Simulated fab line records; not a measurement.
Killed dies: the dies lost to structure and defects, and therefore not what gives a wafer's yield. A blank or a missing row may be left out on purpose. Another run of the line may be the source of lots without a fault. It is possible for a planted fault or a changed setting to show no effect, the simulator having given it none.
Comparing a struck lot with a sound one / flow sky130 / 15 steps out of a route of 708
Sound: the wafers L749.2, L749.4, L749.5. Wafers L759.2, L759.5, L759.6 were the ones struck. The cause is named last.
Each step with rows lists, per side, the tool, then ch with its chambers, then its first start. Under that, the readings that differ: sound wafers / struck wafers / difference of the means / sigmas: that difference in standard deviations of wafers without a fault.
alike: readings whose means differ by less than 2 such deviations, and words and numbers that are the same on both sides. not compared: withheld readings, readings that some wafer has no value for, bounds like >300 that may hide the same value, and numbers for which the record gives no deviation and whose values overlap.
A row with sigmas, a row that says differs or no value, or rows on one side alone: a step with any of these is where the two part. When numbers do not overlap yet have no deviation, they are printed without sigmas and do not part them. Lack of a reading on every wafer of one side parts them only where that side has two or more wafers.

first, 5 steps without rows for these wafers: SKY_LDD_N_COAT_02 (resist thk 300 nm); SKY_LDD_N_SOFTBAKE_03 (time 60 s); SKY_LDD_N_EXPOSE_04 (exposes mask NTM, target cd 840 nm); SKY_LDD_N_PEB_05; SKY_LDD_N_DEVELOP_06 (develop time 60 s).
SKY_LDD_N_OVL_MEAS_07:
  struck on overlay-01, day 23 15:00; sound on overlay-02, day 19 05:28
  alike: LDD_N_OVL
then, 6 steps without rows for these wafers: SKY_LDD_N_IMPLANT_08; SKY_LDD_N_IMPLANT_09; SKY_LDD_N_IMPLANT_10; SKY_LDD_N_IMPLANT_11; SKY_LDD_N_IMPLANT_12; SKY_LDD_N_IMPLANT_13.
SKY_LDD_N_IMPLANT_14:
  sound on implanter-04 ch 0, day 19 06:25; struck on implanter-02 ch 0, day 23 15:58
reading=beamEnergyKeV; sound=49.990 49.958 49.990; struck=52.555 52.556 52.570; difference=+2.581; sigmas=+99 or more
reading=model.implant.rpNm (nm); sound=33.21 33.21 33.21; struck=34.6 34.6 34.6; difference=+1.4; sigmas=
reading=model.implant.drpNm (nm); sound=18.83 18.83 18.83; struck=19.54 19.54 19.54; difference=+0.71; sigmas=
then, 1 step without rows for these wafers: SKY_LDD_N_IMPLANT_15.
-- record jumps: 26 days separate the struck wafers' starts on either side; left off in module LDD_N, taken up again in module PAD_OPEN, whose first shown step is the route's number 708 --
SKY_PAD_OPEN_PROBE_99:
  struck on prober-01, day 49 15:26; sound on prober-01, day 46 22:27
  alike: killed_at_M0_to_M3, killed_at_M4_up, killedAtContacts, killedAtFrontEnd, killedAtOther, killedDies, killedOpen, killedShort

== WHERE THEY PART ==
Only at SKY_LDD_N_IMPLANT_14, within this record. Later steps at which nothing parts them and some readings are alike: SKY_PAD_OPEN_PROBE_99.

WHY: the cause the simulator had injected
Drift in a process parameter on implanter-02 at SKY_LDD_N_IMPLANT_14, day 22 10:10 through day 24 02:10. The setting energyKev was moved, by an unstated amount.
